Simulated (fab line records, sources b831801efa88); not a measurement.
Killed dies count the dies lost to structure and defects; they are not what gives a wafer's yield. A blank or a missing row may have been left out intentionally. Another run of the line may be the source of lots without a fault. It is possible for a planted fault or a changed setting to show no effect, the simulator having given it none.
fab line records	flow sky130
[record] lots = 12	wafers = 36	last-day = 47
route steps=708 shown NWELL@82 VT_ADJUST_LVTN@115 VT_ADJUST_NCORE@128 PAD_OPEN@708
lots that met no fault: taken from a fault-free run of the same line
start-h: start of the lot's first displayed wafer, in hours after the record's first day	wait-h: how many hours have passed since the lot's step before this one	" repeats the value in the row above	L1.1+2: a row that stands for several wafers	- no value present, or no start provided	* or withheld: withheld	< > ~ a bound
route shown NAME@n: names a module that has steps shown in the file, with the first one's number in the route	usual: mean and standard deviation over wafers with no fault	same: alike in all rows	chamber/n: place in a boat	sites: each site's reading	_std_site: standard deviation of those values	_edge_site: outer sites' mean less inner sites'	radius-mm: how far each site lies from the wafer's centre	mask NAME#n: copy n	behind: tool/chamber where the wafer was last shaped	hold: what put the lot on hold/how long, in hours/how the hold closed	device: the transistor (n, p or np) that didn't switch	end of line: the route-end tests of the same wafers	a step with no rows: only its recipe	killed: count of dies lost to structure and defects at first sort (not the wafer's yield)	map: a wafer's dies, x killed, . not, _ none there
set.NAME: the run value of the setting; set.NAME@STEP: its run value at that earlier step	model.NAME: the simulator's own value behind a step, which no gauge read
the route's steps for a sample of lots (tables are steps, rows are wafers)
services: when a tool's chamber went out of use (start-h, in hours from the record's first day, below 0 if earlier), for how many hours, and the reason
[[steps]]
[step SKY_NWELL_RS_MEAS_29]
[recipe] thk-meas-gauge = four-point-probe
[usual] NWELL_RS = 617.3/1.4
lot.wafer	tool	chamber	start-h	wait-h	NWELL_RS[ohm/sq]
L755.4	film-metro-04	-	104.41	0.1	617.8
L755.5	"	-	"	"	617.5
L755.6	"	-	"	"	616.8
L756.4	film-metro-01	-	111.61	0.1	618.9
L756.5	"	-	"	"	617.6
L756.6	"	-	"	"	617.5
L757.3	film-metro-01	-	119.17	0.1	618.4
L757.4	"	-	"	"	617.7
L757.6	"	-	"	"	618.5
L758.1	film-metro-03	-	123.47	0.1	621.1
L758.2	"	-	"	"	618.7
L758.3	"	-	"	"	619.7
L759.1	film-metro-03	-	127.75	0.1	619.1
L759.2	"	-	"	"	618.6
L759.4	"	-	"	"	618.3
L760.2	film-metro-01	-	135.30	0.1	617.8
L760.3	"	-	"	"	616.5
L760.6	"	-	"	"	617.6
L761.3	film-metro-03	-	137.57	0.1	615.9
L761.4	"	-	"	"	615.7
L761.5	"	-	"	"	616.0
L762.1	film-metro-01	-	145.72	0.1	617.9
L762.2	"	-	"	"	617.2
L762.6	"	-	"	"	618.1
L763.1	film-metro-03	-	154.13	0.1	618.7
L763.3	"	-	"	"	617.3
L763.6	"	-	"	"	617.7
L764.2	film-metro-01	-	156.70	0.1	617.9
L764.3	"	-	"	"	617.4
L764.6	"	-	"	"	616.7
L765.1	film-metro-01	-	159.23	0.1	614.9
L765.3	"	-	"	"	615.4
L765.6	"	-	"	"	615.8
L766.1	film-metro-03	-	170.54	0.1	619.5
L766.2	"	-	"	"	618.8
L766.6	"	-	"	"	618.4
[step SKY_VT_ADJUST_LVTN_OVL_MEAS_18]
[usual] VT_ADJUST_LVTN_01_OVL = 0.4/1.5
lot.wafer	tool	chamber	start-h	wait-h	VT_ADJUST_LVTN_01_OVL[nm]
L755.4	overlay-01	-	160.29	0.1	1.4
L755.5	"	-	"	"	2.3
L755.6	"	-	"	"	2.0
L756.4	overlay-01	-	168.14	0.1	1.7
L756.5	"	-	"	"	1.5
L756.6	"	-	"	"	1.9
L757.3	overlay-02	-	177.08	0.1	0.6
L757.4	"	-	"	"	1.5
L757.6	"	-	"	"	-1.1
L758.1	overlay-02	-	181.94	0.1	2.5
L758.2	"	-	"	"	2.5
L758.3	"	-	"	"	1.4
L759.1	overlay-02	-	185.88	0.1	3.5
L759.2	"	-	"	"	2.3
L759.4	"	-	"	"	2.6
L760.2	overlay-01	-	196.38	0.1	-1.2
L760.3	"	-	"	"	-0.4
L760.6	"	-	"	"	-0.4
L761.3	overlay-01	-	199.38	0.1	0.1
L761.4	"	-	"	"	1.4
L761.5	"	-	"	"	1.1
L762.1	overlay-01	-	209.02	0.1	0.1
L762.2	"	-	"	"	1.0
L762.6	"	-	"	"	1.3
L763.1	overlay-02	-	216.67	0.1	0.0
L763.3	"	-	"	"	-1.0
L763.6	"	-	"	"	-0.2
L764.2	overlay-02	-	219.33	0.1	-1.2
L764.3	"	-	"	"	-0.2
L764.6	"	-	"	"	-0.1
L765.1	overlay-02	-	222.92	0.1	-1.5
L765.3	"	-	"	"	-1.7
L765.6	"	-	"	"	0.9
L766.1	overlay-02	-	236.07	0.1	1.2
L766.2	"	-	"	"	0.1
L766.6	"	-	"	"	2.7
[step SKY_VT_ADJUST_NCORE_IMPLANT_09]
[recipe] species = B	energy-kev = 10	dose-cm2 = 2.4e+12	tilt-deg = withheld
[usual] implant-ion-amu = 11/0
lot.wafer	tool	chamber	start-h	wait-h	implant-ion-amu
L755.4	implanter-04	0	181.01	0.1	11
L755.5	"	0	"	"	11
L755.6	"	0	"	"	11
L756.4	implanter-01	0	189.86	0.1	11
L756.5	"	0	"	"	11
L756.6	"	0	"	"	11
L757.3	implanter-04	0	199.28	0.1	11
L757.4	"	0	"	"	11
L757.6	"	0	"	"	11
L758.1	implanter-01	0	203.73	0.0	11
L758.2	"	0	"	"	11
L758.3	"	0	"	"	11
L759.1	implanter-01	0	207.88	0.0	11
L759.2	"	0	"	"	11
L759.4	"	0	"	"	11
L760.2	implanter-01	0	216.91	0.0	11
L760.3	"	0	"	"	11
L760.6	"	0	"	"	11
L761.3	implanter-02	0	220.13	0.1	11
L761.4	"	0	"	"	11
L761.5	"	0	"	"	11
L762.1	implanter-02	0	231.33	0.0	11
L762.2	"	0	"	"	11
L762.6	"	0	"	"	11
L763.1	implanter-01	0	239.88	0.0	49
L763.3	"	0	"	"	49
L763.6	"	0	"	"	49
L764.2	implanter-02	0	242.83	0.0	49
L764.3	"	0	"	"	49
L764.6	"	0	"	"	49
L765.1	implanter-02	0	245.68	0.0	49
L765.3	"	0	"	"	49
L765.6	"	0	"	"	49
L766.1	implanter-04	0	259.33	0.0	49
L766.2	"	0	"	"	49
L766.6	"	0	"	"	49
[step SKY_VT_ADJUST_NCORE_STRIP_10]
[recipe] chemistry = O2/N2	power-w = 1400	pressure-mtorr = 1500	platen-temp-c = withheld	o2-flow-sccm = 3000	n2-flow-sccm = 300	overash-fraction = 0.5
[usual] drypump-motor-current-A = 6.0/0.47	n2-flow-sccm = 300.0/0.82	oes-product-au = 0.715/0.0043	strip-time-to-endpoint-s = 14.282/0.03
lot.wafer	tool	chamber	start-h	wait-h	drypump-motor-current-A	n2-flow-sccm	oes-product-au	rf-hours-counter-h	strip-time-to-endpoint-s
L755.4	plasma-asher-01	1	181.12	0.1	6.4	299.2	0.712	-	14.292
L755.5	"	0	"	"	5.5	301.9	0.722	-	14.335
L755.6	"	1	"	"	6.4	301.2	0.712	-	14.321
L756.4	plasma-asher-01	0	189.97	0.1	5.5	300.2	0.719	-	14.292
L756.5	"	0	"	"	5.5	300.0	0.714	-	14.278
L756.6	"	1	"	"	6.4	299.5	0.723	-	14.247
L757.3	plasma-asher-03	1	199.41	0.1	6.5	300.0	0.719	-	14.274
L757.4	"	0	"	"	5.5	300.0	0.712	-	14.283
L757.6	"	1	"	"	6.5	301.0	0.719	-	14.288
L758.1	plasma-asher-02	0	203.88	0.1	5.5	300.7	0.709	52	14.287
L758.2	"	1	"	"	6.5	299.9	0.714	52	14.313
L758.3	"	1	"	"	6.4	299.9	0.711	-	14.278
L759.1	plasma-asher-02	0	208.03	0.1	5.4	300.6	0.722	53	14.293
L759.2	"	1	"	"	6.4	300.9	0.718	53	14.306
L759.4	"	1	"	"	6.4	299.8	0.715	-	14.283
L760.2	plasma-asher-02	0	217.03	0.1	5.5	300.1	0.709	54	14.241
L760.3	"	0	"	"	5.4	299.6	0.715	-	14.192
L760.6	"	0	"	"	5.4	298.3	0.716	-	14.204
L761.3	plasma-asher-01	0	220.27	0.1	5.5	299.5	0.718	-	14.305
L761.4	"	1	"	"	6.5	299.4	0.719	-	14.343
L761.5	"	1	"	"	6.4	299.9	0.717	-	14.335
L762.1	plasma-asher-01	1	231.48	0.1	6.4	299.7	0.723	12	14.255
L762.2	"	0	"	"	5.5	299.6	0.712	12	14.283
L762.6	"	0	"	"	5.5	299.9	0.709	-	14.284
L763.1	plasma-asher-02	1	240.03	0.1	6.4	299.3	0.714	56	14.337
L763.3	"	1	"	"	6.4	299.4	0.711	-	14.274
L763.6	"	0	"	"	5.4	300.1	0.717	-	14.280
L764.2	plasma-asher-01	1	242.96	0.1	6.4	298.3	0.716	13	14.280
L764.3	"	1	"	"	6.4	299.6	0.720	-	14.257
L764.6	"	1	"	"	6.4	299.6	0.723	-	14.304
L765.1	plasma-asher-02	1	245.83	0.1	6.4	300.5	0.717	56	14.303
L765.3	"	0	"	"	5.4	301.2	0.716	-	14.276
L765.6	"	0	"	"	5.5	300.2	0.717	-	14.272
L766.1	plasma-asher-03	1	259.48	0.1	6.5	300.1	0.720	36	14.281
L766.2	"	0	"	"	5.5	300.0	0.710	36	14.255
L766.6	"	1	"	"	6.5	301.1	0.717	-	14.300
[step SKY_VT_ADJUST_NCORE_TW_MEAS_11]
[usual] VT_ADJUST_NCORE_TW = 217.3/1.9
lot.wafer	tool	chamber	start-h	wait-h	VT_ADJUST_NCORE_TW
L755.4	film-metro-03	-	181.21	0.1	221.3
L755.5	"	-	"	"	219.7
L755.6	"	-	"	"	219.5
L756.4	film-metro-01	-	190.06	0.1	215.5
L756.5	"	-	"	"	216.5
L756.6	"	-	"	"	217.9
L757.3	film-metro-02	-	199.50	0.1	215.1
L757.4	"	-	"	"	213.2
L757.6	"	-	"	"	214.2
L758.1	film-metro-03	-	203.98	0.1	220.5
L758.2	"	-	"	"	220.1
L758.3	"	-	"	"	218.9
L759.1	film-metro-02	-	208.13	0.1	215.2
L759.2	"	-	"	"	214.4
L759.4	"	-	"	"	214.0
L760.2	film-metro-02	-	217.14	0.1	215.9
L760.3	"	-	"	"	215.5
L760.6	"	-	"	"	216.8
L761.3	film-metro-02	-	220.35	0.1	216.2
L761.4	"	-	"	"	215.6
L761.5	"	-	"	"	217.3
L762.1	film-metro-01	-	231.58	0.1	218.5
L762.2	"	-	"	"	218.6
L762.6	"	-	"	"	219.2
L763.1	film-metro-02	-	240.13	0.1	313.8
L763.3	"	-	"	"	313.4
L763.6	"	-	"	"	311.5
L764.2	film-metro-02	-	243.07	0.1	314.8
L764.3	"	-	"	"	313.7
L764.6	"	-	"	"	315.1
L765.1	film-metro-03	-	245.93	0.1	318.2
L765.3	"	-	"	"	318.3
L765.6	"	-	"	"	318.6
L766.1	film-metro-02	-	259.58	0.1	312.6
L766.2	"	-	"	"	311.5
L766.6	"	-	"	"	312.7
[step SKY_PAD_OPEN_PROBE_99]
[usual] killed_at_M0_to_M3 = 43/5.9	killed_at_M4_up = 3.3/1.9	killed-at-contacts = 24/5.6	killed-at-front-end = 15/4.1	killed-at-other = 0.4/0.66	killed-dies = 86/9	killed-on-rim = 17/3.7	killed-open = 47/6.9	killed-short = 39/6.2
[same] gross-dies = 492	killed-at-back-side = 0
lot.wafer	tool	chamber	start-h	wait-h	killed_at_M0_to_M3	killed_at_M4_up	killed-at-contacts	killed-at-front-end	killed-at-other	killed-dies	killed-on-rim	killed-open	killed-short
L755.4	prober-01	-	1079.50	0.2	51	3	23	9	1	87	19	45	42
L755.5	prober-01	-	1079.55	0.2	51	3	20	11	0	85	12	42	42
L755.6	prober-01	-	1079.60	0.2	46	4	28	11	1	90	16	46	44
L756.4	prober-02	-	1081.85	0.2	40	4	24	10	1	79	14	39	40
L756.5	prober-02	-	1081.90	0.2	41	4	30	14	0	89	15	46	42
L756.6	prober-02	-	1081.95	0.2	41	6	23	9	0	79	18	44	33
L757.3	prober-01	-	1087.10	0.2	49	2	30	20	1	102	25	58	43
L757.4	prober-01	-	1087.15	0.2	42	0	17	6	0	65	13	33	32
L757.6	prober-01	-	1087.25	0.2	53	4	28	18	0	103	16	58	42
L758.1	prober-02	-	1088.64	0.1	48	2	15	12	0	77	13	41	35
L758.2	prober-02	-	1088.69	0.1	43	2	27	13	1	86	19	38	46
L758.3	prober-02	-	1088.74	0.2	45	4	29	13	0	91	16	50	40
L759.1	prober-01	-	1096.53	0.1	44	5	17	14	0	80	18	44	36
L759.2	prober-01	-	1096.58	0.1	44	2	32	10	0	88	16	48	40
L759.4	prober-01	-	1096.68	0.2	41	4	27	19	0	91	12	55	36
L760.2	prober-02	-	1101.82	0.1	48	3	26	14	2	93	27	59	34
L760.3	prober-02	-	1101.87	0.2	51	3	14	13	1	82	19	49	33
L760.6	prober-02	-	1102.02	0.2	48	5	24	13	1	91	20	54	37
L761.3	prober-01	-	1105.90	0.2	41	5	32	11	1	90	18	40	49
L761.4	prober-01	-	1105.95	0.2	33	7	26	19	1	86	14	45	41
L761.5	prober-01	-	1106.00	0.2	42	1	33	12	0	88	20	45	42
L762.1	prober-02	-	1107.57	0.1	36	0	31	18	1	86	19	54	31
L762.2	prober-02	-	1107.62	0.1	45	5	23	21	0	94	20	43	49
L762.6	prober-02	-	1107.82	0.2	47	2	27	13	0	89	17	56	32
L763.1	prober-01	-	1120.28	0.1	49	5	21	19	1	95	12	40	54
L763.3	prober-01	-	1120.38	0.2	56	1	31	17	0	105	19	55	50
L763.6	prober-01	-	1120.53	0.2	47	3	22	21	0	93	24	48	45
L764.2	prober-02	-	1123.36	0.1	50	3	31	22	0	106	20	54	52
L764.3	prober-02	-	1123.41	0.2	47	2	17	12	0	78	13	38	40
L764.6	prober-02	-	1123.56	0.2	44	1	18	14	0	77	12	37	40
L765.1	prober-01	-	1126.04	0.1	45	3	16	17	2	83	20	43	40
L765.3	prober-01	-	1126.14	0.2	42	5	23	12	0	82	10	47	35
L765.6	prober-01	-	1126.29	0.2	48	2	19	8	0	77	19	39	38
L766.1	prober-01	-	1132.15	0.1	41	3	21	19	0	84	17	54	30
L766.2	prober-01	-	1132.20	0.1	47	3	16	13	2	81	9	46	35
L766.6	prober-01	-	1132.40	0.2	46	5	33	13	0	97	21	55	42
// killed by level:class
L755.4 VIA2:geometric-particle:open=12 VIA1:geometric-particle:open=8 VIA3:geometric-particle:open=8 LI_CONTACT:geometric-particle:short=6 METAL1:geometric-particle:short=6 CONTACT:geometric-particle:open=5 POLY_GATE:geometric-particle:open=4 VIA1:geometric-particle:short=4
L755.5 VIA1:geometric-particle:open=10 METAL2:geometric-particle:short=7 VIA3:geometric-particle:open=7 METAL1:geometric-particle:short=6 VIA2:geometric-particle:open=6 VIA3:geometric-particle:short=6 LI_CONTACT:geometric-particle:open=5 LOCAL_INTERCONNECT:geometric-particle:short=5
L755.6 VIA1:geometric-particle:open=12 LI_CONTACT:geometric-particle:open=10 METAL2:geometric-particle:short=8 VIA1:geometric-particle:short=7 CONTACT:geometric-particle:short=7 VIA2:geometric-particle:open=7 CONTACT:geometric-particle:open=6 POLY_GATE:geometric-particle:short=4
L756.4 CONTACT:geometric-particle:open=13 LOCAL_INTERCONNECT:geometric-particle:short=7 VIA1:geometric-particle:short=7 VIA3:geometric-particle:open=7 VIA2:geometric-particle:open=6 VIA1:geometric-particle:open=5 METAL2:geometric-particle:short=4 VIA2:geometric-particle:short=4
L756.5 CONTACT:geometric-particle:open=9 VIA3:geometric-particle:open=8 LI_CONTACT:geometric-particle:short=6 LI_CONTACT:geometric-particle:open=6 POLY_GATE:geometric-particle:open=5 POLY_GATE:geometric-particle:short=5 METAL1:geometric-particle:short=5 CONTACT:geometric-particle:short=5
L756.6 CONTACT:geometric-particle:open=7 LI_CONTACT:geometric-particle:open=7 VIA3:geometric-particle:open=7 VIA1:geometric-particle:open=6 VIA2:geometric-particle:open=6 LOCAL_INTERCONNECT:geometric-particle:short=5 METAL2:geometric-particle:short=4 VIA3:geometric-particle:short=4
L757.3 VIA1:geometric-particle:open=15 CONTACT:geometric-particle:open=13 VIA3:geometric-particle:open=10 FIELD_ISO:geometric-particle:short=9 LOCAL_INTERCONNECT:geometric-particle:short=8 VIA2:geometric-particle:open=8 CONTACT:geometric-particle:short=5 METAL2:geometric-particle:short=5
L757.4 VIA1:geometric-particle:short=9 CONTACT:geometric-particle:open=8 VIA1:geometric-particle:open=8 VIA3:geometric-particle:open=7 VIA2:geometric-particle:short=5 LOCAL_INTERCONNECT:geometric-particle:short=3 CONTACT:geometric-particle:short=3 METAL1:geometric-particle:open=3
L757.6 LI_CONTACT:geometric-particle:open=13 METAL2:geometric-particle:short=11 VIA1:geometric-particle:open=11 VIA3:geometric-particle:open=9 CONTACT:geometric-particle:open=7 LOCAL_INTERCONNECT:geometric-particle:short=4 METAL1:geometric-particle:short=4 VIA1:geometric-particle:short=4
L758.1 VIA2:geometric-particle:open=8 METAL1:geometric-particle:short=7 LI_CONTACT:geometric-particle:open=6 VIA3:geometric-particle:open=6 METAL3:geometric-particle:short=5 CONTACT:geometric-particle:open=5 VIA1:geometric-particle:open=5 METAL2:geometric-particle:short=4
L758.2 CONTACT:geometric-particle:open=11 METAL1:geometric-particle:short=8 VIA2:geometric-particle:open=8 CONTACT:geometric-particle:short=7 VIA1:geometric-particle:open=7 VIA3:geometric-particle:short=5 LOCAL_INTERCONNECT:geometric-particle:short=4 VIA3:geometric-particle:open=4
L758.3 CONTACT:geometric-particle:open=11 FIELD_ISO:geometric-particle:open=7 VIA1:geometric-particle:open=7 CONTACT:geometric-particle:short=7 VIA2:geometric-particle:open=7 LI_CONTACT:geometric-particle:short=6 VIA3:geometric-particle:open=6 METAL2:geometric-particle:short=5
L759.1 VIA2:geometric-particle:open=10 VIA1:geometric-particle:open=8 CONTACT:geometric-particle:open=8 VIA2:geometric-particle:short=8 METAL1:geometric-particle:short=5 FIELD_ISO:geometric-particle:short=3 POLY_CUT:geometric-particle:open=3 LI_CONTACT:geometric-particle:short=3
L759.2 CONTACT:geometric-particle:open=13 VIA1:geometric-particle:short=10 VIA1:geometric-particle:open=10 LI_CONTACT:geometric-particle:open=7 VIA2:geometric-particle:open=5 LI_CONTACT:geometric-particle:short=4 METAL1:geometric-particle:short=4 VIA3:geometric-particle:short=4
L759.4 VIA1:geometric-particle:open=13 CONTACT:geometric-particle:open=9 VIA2:geometric-particle:open=8 LI_CONTACT:geometric-particle:open=7 FIELD_ISO:geometric-particle:open=6 LOCAL_INTERCONNECT:geometric-particle:short=6 POLY_GATE:geometric-particle:short=4 METAL1:geometric-particle:short=4
L760.2 VIA3:geometric-particle:open=12 LI_CONTACT:geometric-particle:open=11 VIA1:geometric-particle:open=8 METAL1:geometric-particle:short=8 CONTACT:geometric-particle:open=7 FIELD_ISO:geometric-particle:short=5 METAL2:geometric-particle:short=5 VIA2:geometric-particle:open=5
L760.3 VIA1:geometric-particle:open=15 METAL1:geometric-particle:short=10 VIA2:geometric-particle:open=8 LOCAL_INTERCONNECT:geometric-particle:short=5 FIELD_ISO:geometric-particle:open=4 POLY_GATE:geometric-particle:open=4 LI_CONTACT:geometric-particle:open=4 VIA1:geometric-particle:short=4
L760.6 VIA1:geometric-particle:open=17 CONTACT:geometric-particle:open=9 LI_CONTACT:geometric-particle:open=7 METAL1:geometric-particle:short=5 VIA1:geometric-particle:short=5 LI_CONTACT:geometric-particle:short=4 CONTACT:geometric-particle:short=4 VIA2:geometric-particle:open=4
L761.3 CONTACT:geometric-particle:open=10 CONTACT:geometric-particle:short=10 VIA1:geometric-particle:short=7 VIA2:geometric-particle:open=7 METAL2:geometric-particle:short=6 LI_CONTACT:geometric-particle:open=5 LI_CONTACT:geometric-particle:short=5 VIA1:geometric-particle:open=4
L761.4 CONTACT:geometric-particle:open=10 FIELD_ISO:geometric-particle:short=9 VIA1:geometric-particle:open=7 LOCAL_INTERCONNECT:geometric-particle:short=6 METAL4:geometric-particle:short=5 VIA3:geometric-particle:open=5 CONTACT:geometric-particle:short=4 METAL1:geometric-particle:open=4
L761.5 CONTACT:geometric-particle:short=11 CONTACT:geometric-particle:open=9 VIA1:geometric-particle:open=8 LI_CONTACT:geometric-particle:open=7 VIA2:geometric-particle:open=7 FIELD_ISO:geometric-particle:open=5 VIA1:geometric-particle:short=5 METAL2:geometric-particle:short=5
L762.1 LI_CONTACT:geometric-particle:open=10 FIELD_ISO:geometric-particle:open=8 CONTACT:geometric-particle:open=8 VIA1:geometric-particle:open=8 VIA2:geometric-particle:open=8 CONTACT:geometric-particle:short=6 FIELD_ISO:geometric-particle:short=4 LI_CONTACT:geometric-particle:short=4
L762.2 VIA1:geometric-particle:open=8 CONTACT:geometric-particle:open=7 METAL1:geometric-particle:short=7 VIA3:geometric-particle:open=6 LI_CONTACT:geometric-particle:open=6 VIA2:geometric-particle:open=6 METAL2:geometric-particle:short=6 METAL3:geometric-particle:short=6
L762.6 VIA2:geometric-particle:open=12 CONTACT:geometric-particle:open=10 VIA1:geometric-particle:open=9 METAL1:geometric-particle:short=7 LI_CONTACT:geometric-particle:open=6 VIA3:geometric-particle:open=5 LI_CONTACT:geometric-particle:short=4 METAL2:geometric-particle:short=4
L763.1 METAL1:geometric-particle:short=10 METAL2:geometric-particle:short=8 VIA1:geometric-particle:open=8 CONTACT:geometric-particle:open=7 FIELD_ISO:geometric-particle:short=7 CONTACT:geometric-particle:short=6 FIELD_ISO:geometric-particle:open=4 VIA3:geometric-particle:open=4
L763.3 CONTACT:geometric-particle:open=11 VIA1:geometric-particle:open=10 LI_CONTACT:geometric-particle:open=8 FIELD_ISO:geometric-particle:short=6 LOCAL_INTERCONNECT:geometric-particle:short=6 VIA3:geometric-particle:open=6 VIA3:geometric-particle:short=6 VIA2:geometric-particle:open=5
L763.6 LI_CONTACT:geometric-particle:open=8 METAL1:geometric-particle:short=8 VIA1:geometric-particle:open=8 FIELD_ISO:geometric-particle:short=7 FIELD_ISO:geometric-particle:open=5 VIA2:geometric-particle:open=5 METAL1:geometric-particle:open=4 CONTACT:geometric-particle:short=4
L764.2 CONTACT:geometric-particle:open=16 FIELD_ISO:geometric-particle:open=7 METAL1:geometric-particle:short=7 VIA1:geometric-particle:open=7 FIELD_ISO:geometric-particle:short=6 CONTACT:geometric-particle:short=6 VIA2:geometric-particle:short=6 VIA3:geometric-particle:open=6
L764.3 VIA1:geometric-particle:open=11 METAL2:geometric-particle:short=9 CONTACT:geometric-particle:open=9 VIA2:geometric-particle:open=6 METAL3:geometric-particle:short=5 FIELD_ISO:geometric-particle:short=4 POLY_GATE:geometric-particle:open=4 LOCAL_INTERCONNECT:geometric-particle:short=4
L764.6 VIA2:geometric-particle:open=8 METAL2:geometric-particle:short=8 CONTACT:geometric-particle:open=7 VIA1:geometric-particle:open=7 VIA3:geometric-particle:short=7 FIELD_ISO:geometric-particle:open=5 VIA1:geometric-particle:short=5 FIELD_ISO:geometric-particle:short=3
L765.1 VIA1:geometric-particle:open=9 VIA2:geometric-particle:open=8 POLY_GATE:geometric-particle:short=6 CONTACT:geometric-particle:open=6 VIA1:geometric-particle:short=6 METAL2:geometric-particle:short=6 VIA3:geometric-particle:open=5 FIELD_ISO:geometric-particle:open=3
L765.3 VIA2:geometric-particle:open=13 CONTACT:geometric-particle:open=8 VIA1:geometric-particle:open=8 METAL2:geometric-particle:short=6 POLY_GATE:geometric-particle:open=5 LI_CONTACT:geometric-particle:open=5 CONTACT:geometric-particle:short=5 POLY_GATE:geometric-particle:short=3
L765.6 VIA1:geometric-particle:open=11 METAL2:geometric-particle:short=9 CONTACT:geometric-particle:open=7 VIA2:geometric-particle:open=7 LI_CONTACT:geometric-particle:open=6 VIA1:geometric-particle:short=5 POLY_GATE:geometric-particle:short=4 METAL1:geometric-particle:short=4
L766.1 VIA1:geometric-particle:open=11 LI_CONTACT:geometric-particle:open=10 VIA2:geometric-particle:open=9 FIELD_ISO:geometric-particle:short=6 CONTACT:geometric-particle:open=6 POLY_GATE:geometric-particle:short=5 VIA3:geometric-particle:open=5 METAL1:geometric-particle:short=4
L766.2 VIA1:geometric-particle:open=14 VIA2:geometric-particle:open=9 LI_CONTACT:geometric-particle:open=5 LOCAL_INTERCONNECT:geometric-particle:short=5 VIA1:geometric-particle:short=5 METAL1:geometric-particle:short=4 VIA3:geometric-particle:open=4 FIELD_ISO:geometric-particle:short=3
L766.6 VIA1:geometric-particle:open=14 CONTACT:geometric-particle:open=12 CONTACT:geometric-particle:short=9 LI_CONTACT:geometric-particle:open=8 VIA3:geometric-particle:open=7 METAL2:geometric-particle:short=6 FIELD_ISO:geometric-particle:short=5 METAL1:geometric-particle:short=5
[[services]]
tool	chamber	start-h	hours	kind
plasma-asher-02	-	176.08	14.5	repair
implanter-04	-	226.71	21.7	pm
[[key]]
[first-sign] step = SKY_VT_ADJUST_NCORE_IMPLANT_09	reading = implant-ion-amu	direction = up	sigmas = 99+	usual = 11	struck = 49
[effect] step = SKY_VT_ADJUST_NCORE_TW_MEAS_11	reading = VT_ADJUST_NCORE_TW	direction = up	sigmas = 52	usual = 217.3	struck = 314.5
met-at SKY_VT_ADJUST_NCORE_IMPLANT_09
struck-lots L763,L764,L765,L766
tester-left-out L763,L764,L765,L766
not-acting-at SKY_NWELL_RS_MEAS_29,SKY_VT_ADJUST_LVTN_OVL_MEAS_18,SKY_VT_ADJUST_NCORE_STRIP_10
onset-between 231.33 239.88
[fault] kind = wrong-recipe-download	tool = implanter-01,implanter-02,implanter-04	chamber = -	onset-h = 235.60	steps = SKY_VT_ADJUST_NCORE_IMPLANT_09	wrong-recipe.not-listed = 1
// tester-left-out: of these lots the tester's yield and bins aren't shown, on N5 and GAA mostly nor the transistor test; their killed dies are dies lost to structure and defects alone, not to doping, threshold or leakage, so they don't give the yield
